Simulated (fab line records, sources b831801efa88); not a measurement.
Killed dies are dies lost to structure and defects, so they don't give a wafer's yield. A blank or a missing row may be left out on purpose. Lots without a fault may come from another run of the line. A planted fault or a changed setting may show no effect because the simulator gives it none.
Which tool did it? | flow sky130 | 15 lots, 45 wafers sampled, at 3 steps of a route of 708

WHAT THE GAUGES READ, wafer by wafer
SKY_VT_ADJUST_PCH_OVL_MEAS_07. Usual: VT_ADJUST_PCH_OVL 1.8 nm, standard deviation 1.7.
lot  | measured     | on         | VT_ADJUST_PCH_OVL (nm) | flag
L442 | day 10 09:32 | overlay-02 | 3.4 4.9 3.2            |
L443 | day 10 11:23 | overlay-01 | 4.3 -0.3 1.6           |
L444 | day 11 00:35 | overlay-01 | 2.0 0.7 -0.9           |
L445 | day 11 04:47 | overlay-01 | 3.0 3.0 3.6            |
L446 | day 11 11:02 | overlay-02 | 1.2 0.9 2.9            |
L447 | day 11 23:05 | overlay-01 | 1.0 -0.7 3.5           |
L450 | day 13 01:49 | overlay-01 | 3.5 2.7 2.4            |
L451 | day 13 03:53 | overlay-01 | 3.0 3.1 3.4            |
L453 | day 13 09:02 | overlay-01 | 2.6 4.3 1.9            |
L454 | day 14 05:17 | overlay-01 | 3.5 3.6 5.2            |
L456 | day 14 15:41 | overlay-01 | 1.7 0.7 4.5            |
L458 | day 15 08:17 | overlay-02 | 1.8 2.4 4.1            |
L460 | day 15 17:41 | overlay-02 | 2.2 -0.5 2.9           |
L462 | day 16 12:14 | overlay-02 | 1.7 2.8 0.4            |
L463 | day 16 19:28 | overlay-02 | 1.9 0.0 -1.2           |

SKY_VT_ADJUST_PCH_TW_MEAS_10. Usual: VT_ADJUST_PCH_TW 144.4, standard deviation 1.7.
lot  | measured     | on            | VT_ADJUST_PCH_TW  | flag
L442 | day 10 09:49 | film_metro-03 | 143.0 143.4 142.8 |
L443 | day 10 11:40 | film_metro-04 | 146.6 147.4 146.8 |
L444 | day 11 00:52 | film_metro-04 | 146.3 146.5 146.2 |
L445 | day 11 05:04 | film_metro-03 | 142.9 141.6 141.7 |
L446 | day 11 11:19 | film_metro-03 | 142.9 142.5 143.4 |
L447 | day 11 23:23 | film_metro-03 | 143.2 142.4 142.7 |
L450 | day 13 02:06 | film_metro-04 | 145.8 145.9 145.8 |
L451 | day 13 04:10 | film_metro-03 | 142.8 142.2 142.8 |
L453 | day 13 09:20 | film_metro-01 | 145.5 143.9 145.2 |
L454 | day 14 05:34 | film_metro-04 | 146.4 147.7 147.1 |
L456 | day 14 15:58 | film_metro-04 | 147.1 146.1 145.9 |
L458 | day 15 08:34 | film_metro-01 | 144.0 143.7 143.7 |
L460 | day 15 17:59 | film_metro-03 | 143.1 143.8 143.1 |
L462 | day 16 12:32 | film_metro-04 | 146.7 146.2 146.8 |
L463 | day 16 19:45 | film_metro-04 | 146.7 147.5 145.7 |

WHICH TOOL RAN EACH LOT (tool, then ch and the chambers of the sampled wafers, then the start)
lot  | SKY_VT_ADJUST_HVTR_STRIP_10
L442 | plasma_asher-01 ch 0,1, day 9 12:10
L443 | plasma_asher-04 ch 0, day 9 13:49
L444 | plasma_asher-04 ch 0,1, day 10 03:25
L445 | plasma_asher-03 ch 0,1, day 10 07:35
L446 | plasma_asher-01 ch 1, day 10 13:17
L447 | plasma_asher-03 ch 0,1, day 11 01:14
L450 | plasma_asher-03 ch 0,1, day 12 01:58
L451 | plasma_asher-03 ch 0,1, day 12 03:56
L453 | plasma_asher-01 ch 0, day 12 08:46
L454 | plasma_asher-04 ch 0,1, day 13 03:53
L456 | plasma_asher-01 ch 0,1, day 13 13:34
L458 | plasma_asher-04 ch 0,1, day 14 06:13
L460 | plasma_asher-03 ch 0,1, day 14 14:26
L462 | plasma_asher-01 ch 0,1, day 15 08:23
L463 | plasma_asher-01 ch 0,1, day 15 16:17
- SKY_VT_ADJUST_HVTR_STRIP_10: strips in O2/N2.

WHAT THE TOOLS THEMSELVES READ (means of the sampled wafers that have a number; where no wafer has one, the mark that the record gives instead)
SKY_VT_ADJUST_HVTR_STRIP_10. Usual: chamber_pressure_mTorr 1500.2 mTorr, standard deviation 1.4; drypump_motor_current_A 5.7 A, standard deviation 0.5; oes_product_au 0.716 a.u., standard deviation 0.0044; strip_time_to_endpoint_s 14.17 s, standard deviation 0.036.
lot  | tool            | chamber_pressure_mTorr (mTorr) | drypump_motor_current_A (A) | oes_product_au (a.u.) | strip_time_to_endpoint_s (s) | flag
L442 | plasma_asher-01 | 1499.5                         | 5.9                         | 0.716                 | 14.16                        |
L443 | plasma_asher-04 | 1501.1                         | 6.5                         | 0.716                 | 14.19                        |
L444 | plasma_asher-04 | 1499.4                         | 5.3                         | 0.715                 | 14.21                        |
L445 | plasma_asher-03 | 1500.3                         | 5.6                         | 0.718                 | 14.17                        |
L446 | plasma_asher-01 | 1500.0                         | 5.4                         | 0.713                 | 14.14                        |
L447 | plasma_asher-03 | 1499.9                         | 5.6                         | 0.714                 | 14.15                        |
L450 | plasma_asher-03 | 1500.3                         | 5.6                         | 0.719                 | 14.19                        |
L451 | plasma_asher-03 | 1500.0                         | 5.6                         | 0.719                 | 14.18                        |
L453 | plasma_asher-01 | 1500.1                         | 6.1                         | 0.714                 | 14.19                        |
L454 | plasma_asher-04 | 1500.0                         | 5.9                         | 0.719                 | 14.19                        |
L456 | plasma_asher-01 | 1499.7                         | 5.9                         | 0.717                 | 14.09                        |
L458 | plasma_asher-04 | 1500.6                         | 5.3                         | 0.715                 | 14.19                        |
L460 | plasma_asher-03 | 1499.6                         | 5.6                         | 0.716                 | 14.17                        |
L462 | plasma_asher-01 | 1499.3                         | 5.7                         | 0.718                 | 14.20                        |
L463 | plasma_asher-01 | 1500.3                         | 5.7                         | 0.715                 | 14.15                        |

THE ANSWER, worked out from the rows above alone
Rule: a lot is off if the mean of its wafers that have a number lies more than 3 standard deviations from the usual mean. A lot without any number at a reading at which 4 lots or more have one is off too. The other lots that the step has rows for count as sound. The gauges are gone through in route order, then the tools' own readings, and for those a lot's mean is taken as printed above. The first step at which some lot is off is used, and at that step the reading that is off furthest; a lot without a number counts as furthest.
No lot is off at any reading shown: from this, nothing can be told.

WHAT THE SIMULATOR HAD PUT IN
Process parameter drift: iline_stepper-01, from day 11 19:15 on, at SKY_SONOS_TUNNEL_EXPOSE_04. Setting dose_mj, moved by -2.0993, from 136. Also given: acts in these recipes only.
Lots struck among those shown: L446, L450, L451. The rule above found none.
